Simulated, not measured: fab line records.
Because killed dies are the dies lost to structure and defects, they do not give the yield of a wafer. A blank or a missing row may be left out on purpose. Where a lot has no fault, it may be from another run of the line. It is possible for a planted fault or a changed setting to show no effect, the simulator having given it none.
Problem report in the 8D (eight disciplines) form, filled by code | flow gf180mcu | the parts of the form that need people (team, actions taken, sign-off) are left out

1. THE PROBLEM
V2_W_RS at GF_V2_RS_MEAS_24 reads a mean of 0.3433 ohm/sq on 1 wafer of 1 lot; wafers without a fault read 0.3286 ohm/sq with a standard deviation of 0.0029. Relative to the usual mean, that is a shift of +5.1 standard deviations.
The step: measures by four-point-probe.
Seen first at day 27 10:19 on film metro-03, wafer L455.5. Wafers with a number at this step in the record: 15, from 5 lots. The rule behind "out" and "out of limits": a value lying over 4 standard deviations away from the usual mean. Any other wafer with a number is counted as sound.

2. WHAT IT IS, AND WHAT IT ISN'T
question                    | is                | is not
which readings at this step | V2_W_RS           | -
which lots                  | L455              | L434, L435, L445, L448
which wafers of those lots  | L455.5            | L455.1, L455.6
read on which gauges        | film metro-03     | film metro-04
when                        | from day 27 10:19 | up to then (14 sound wafers)

3. THE SUSPECTS, EACH WITH WHAT RULES IT OUT
Counting: a tool at a process step up to the reading stays a suspect if it ran every lot that is out. Sound lots after the first of them don't rule it out here, since some wafers of a struck lot are sound.
- the gauge at GF_V2_RS_MEAS_24: kept. All the wafers that are out were read on film metro-03, and no step on other tools shows them out.
- rie diel-01 at GF_V2_ETCH_16 (etches BARC in N2/H2): kept. L455, the lot that is out, went through it at day 27 09:24; up to then, the latest sound lot through it was L448 at day 25 10:27.
- rie diel-01 at GF_V2_ETCH_17 (etches SiO2 in C4F8/O2/Ar, stops on TiN, target depth 630 nm): kept. L455, the lot that is out, went through it at day 27 09:31; up to then, the latest sound lot through it was L448 at day 25 10:35. Because GF_V2_ETCH_17 lacks a start for some lots, the hours and order of its lots are taken from GF_V2_STRIP_18.
- plasma asher-04 at GF_V2_STRIP_18 (strips in O2/N2): kept. L455, the lot that is out, went through it at day 27 09:31; up to then, the latest sound lot through it was L445 at day 24 06:54.
- pvd sputter-02 at GF_V2_SPUTTER_21 (material Ti, target thk 15 nm, time 80.02 s): kept. L455, the lot that is out, went through it at day 27 10:06; up to then, the latest sound lot through it was L448 at day 25 11:07.
- pvd sputter-02 at GF_V2_SPUTTER_22 (material TiN, target thk 10 nm, time 40 s): kept. L455, the lot that is out, went through it at day 27 10:10; up to then, the latest sound lot through it was L448 at day 25 11:11.
- cvd w-01 at GF_V2_CVD_23 (deposits W, target thk 350 nm, time 104.94 s): kept. L455, the lot that is out, went through it at day 27 10:12; up to then, the latest sound lot through it was L445 at day 24 07:35.
- Within rie diel-01 at GF_V2_ETCH_16: the wafers that are out ran in chamber 2; their sound lot-mates ran in chambers 0, 3.
- Within rie diel-01 at GF_V2_ETCH_17: the wafers that are out ran in chamber 2; their sound lot-mates ran in chambers 0, 3.
- The sound lot-mates ran in chamber 0 of plasma asher-04 at GF_V2_STRIP_18, but the wafers that are out ran in chamber 1.
Left after counting: rie diel-01 at GF_V2_ETCH_16, rie diel-01 at GF_V2_ETCH_17, plasma asher-04 at GF_V2_STRIP_18, pvd sputter-02 at GF_V2_SPUTTER_21, pvd sputter-02 at GF_V2_SPUTTER_22, cvd w-01 at GF_V2_CVD_23, film metro-03 at GF_V2_RS_MEAS_24.

4. THE CAUSE (what the simulator had put in)
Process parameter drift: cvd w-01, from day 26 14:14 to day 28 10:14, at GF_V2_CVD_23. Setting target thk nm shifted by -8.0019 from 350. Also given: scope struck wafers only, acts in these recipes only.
7 suspects survive the count, and this tool is in that group.

5. THE CHAIN OF EFFECTS, in route order
Rows list readings where the struck wafers' mean (over those with a number) sits beyond 3 standard deviations from the usual. Only readings for which the record gives a usual standard deviation are gone through. hours: the time from each lot's start at the first step in this table that gives one to its start at this step, as a median over the lots. sigmas: the change in usual standard deviations.
hours | step              | reading  | usual         | on struck wafers | change  | sigmas
0     | GF_V2_RS_MEAS_24  | V2_W_RS  | 0.3286 ohm/sq | 0.3433           | +0.0147 | +5.1
0     | GF_V2_THK_MEAS_25 | V2_W_THK | 352 nm        | 334              | -18     | -3.5

6. HOW IT WOULD HAVE BEEN CAUGHT EARLIER
In this record the first reading out of limits at a measuring or inspecting step was taken at day 27 10:19, 20 hours after the fault began at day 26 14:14.
No tool reading at GF_V2_CVD_23 that has a usual standard deviation in the record was out on any struck wafer, so an alarm limit of 4 standard deviations on those readings would not have fired.
By day 27 10:19, every lot that is out (1) had started GF_V2_CVD_23 on cvd w-01. None of them would have been spared by holding the tool at that moment.
